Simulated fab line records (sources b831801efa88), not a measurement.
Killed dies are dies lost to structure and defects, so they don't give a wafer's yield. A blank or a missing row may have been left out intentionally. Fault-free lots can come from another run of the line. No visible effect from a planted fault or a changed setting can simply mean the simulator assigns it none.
Struck lot and sound lot, side by side    flow sky130    15 out of 708 route steps
Sound: these wafers, L499.2, L499.3, L499.5. Struck: wafer L509.1 (left out: L509.3, L509.5 of the same lot, which were not struck); the cause appears at the end.
Per side, at each step with rows, come the tool, then ch with its chambers, and then its first start. Under that, the readings that differ: sound wafers    struck wafers    difference of the means    sigmas: that difference in standard deviations of wafers without a fault.
alike: a reading whose means differ by less than 2 such deviations, as well as words and numbers matching on both sides. not compared: withheld readings; readings where some wafer has no value; bounds like >300 that might hide an equal value; numbers whose values overlap and for which the record gives no deviation.
The two part at a step that has a row with sigmas, a row that says differs or no value, or rows on one side only. Numbers that have no deviation but don't overlap get no sigmas and don't part them. Lack of a reading on every wafer of one side parts them only where that side has two or more wafers.

first, 1 step without rows for these wafers: SKY_VIA4_DEVELOP_10 (develop time 60 s).
SKY_VIA4_OVL_MEAS_11:
  struck on overlay-01, day 46 19:40; sound on overlay-02, day 44 03:37
  alike: VIA4_OVL
SKY_VIA4_ETCH_12: etches SiO2 in C4F8/O2/Ar, stops on TiN, target depth 580 nm.
  sound on rieDiel-01 ch 0,2,3, day 44 03:39; struck on rieDiel-04 ch 2, day 46 19:42
  alike: oesProductAu
SKY_VIA4_STRIP_13: strips in O2/N2.
  sound on plasmaAsher-03 ch 0,1, day 44 03:44; struck on plasmaAsher-03 ch 1, day 46 19:47
reading                   sound                 struck  difference  sigmas
n2FlowSccm (sccm)         300.9 300.9 300.3     298.9   -1.8        -2
stripTimeToEndpointS (s)  12.818 12.802 12.818  12.750  -0.063      -3
  alike: drypumpMotorCurrentA, oesProductAu
  not compared: rfHoursCounterH
then, 3 steps without rows for these wafers: SKY_VIA4_STRIP_14 (strips in post etch residue remover, time 1200 s); SKY_VIA4_CLEAN_15 (cleans in IPA, time 180 s); SKY_VIA4_CLEAN_16 (cleans in O3/DIW).
SKY_VIA4_SPUTTER_17: material TiN, target thk 20 nm, time 80 s.
  struck on pvdSputter-03, day 46 20:43; sound on pvdSputter-01, day 44 04:19
  alike: cathodeDcPowerW, chamberPressurePa, throttleValvePct
SKY_VIA4_CVD_18: deposits W, target thk 505 nm, time 152.14 s.
  sound on cvdW-01 ch 0,1, day 44 04:23; struck on cvdW-02 ch 0, day 46 20:47
  alike: heaterPowerW
SKY_VIA4_RS_MEAS_19: the measuring method here is four-point-probe.
  struck on filmMetro-04, day 46 20:56; sound on filmMetro-04, day 44 04:34
  alike: VIA4_W_RS
SKY_VIA4_THK_MEAS_20: measures by xrf.
  struck on filmMetro-04, day 46 21:03; sound on filmMetro-04, day 44 04:40
  alike: VIA4_W_THK
SKY_VIA4_CMP_21: polishes, stops on SiO2, t overpolish 25 s, target thk 0 nm.
  sound on cmp-02 ch 1,3, day 44 04:46; struck on cmp-01 ch 2, day 46 21:10
  alike: motorCurrentA, overpolishRunS, platenRpm, slurryFlowMlMin, timeToEndpointS
SKY_METAL5_SPUTTER_00: material Ti, target thk 15 nm, time 10 s.
  struck on pvdSputter-02, day 46 21:25; sound on pvdSputter-02, day 44 05:01
reading                                   sound                 struck  difference  sigmas
cathodeDcPowerW (W)                       3000.9 2999.5 3000.8  2834.0  -166.4      -99 or more
model.Ti_of_METAL5_SPUTTER_00.thkNm (nm)  15.14 15.15 15.03     14.23   -0.88       
  alike: chamberPressurePa, throttleValvePct
then, 2 steps without rows for these wafers: SKY_METAL5_SPUTTER_01 (material TiN, target thk 20 nm, time 16.48 s); SKY_PAD_OPEN_PROBE_99.

WHERE THEY PART
Last at SKY_METAL5_SPUTTER_00 as far as this record goes, first at SKY_VIA4_STRIP_13.

WHY: what had been put in by the simulator
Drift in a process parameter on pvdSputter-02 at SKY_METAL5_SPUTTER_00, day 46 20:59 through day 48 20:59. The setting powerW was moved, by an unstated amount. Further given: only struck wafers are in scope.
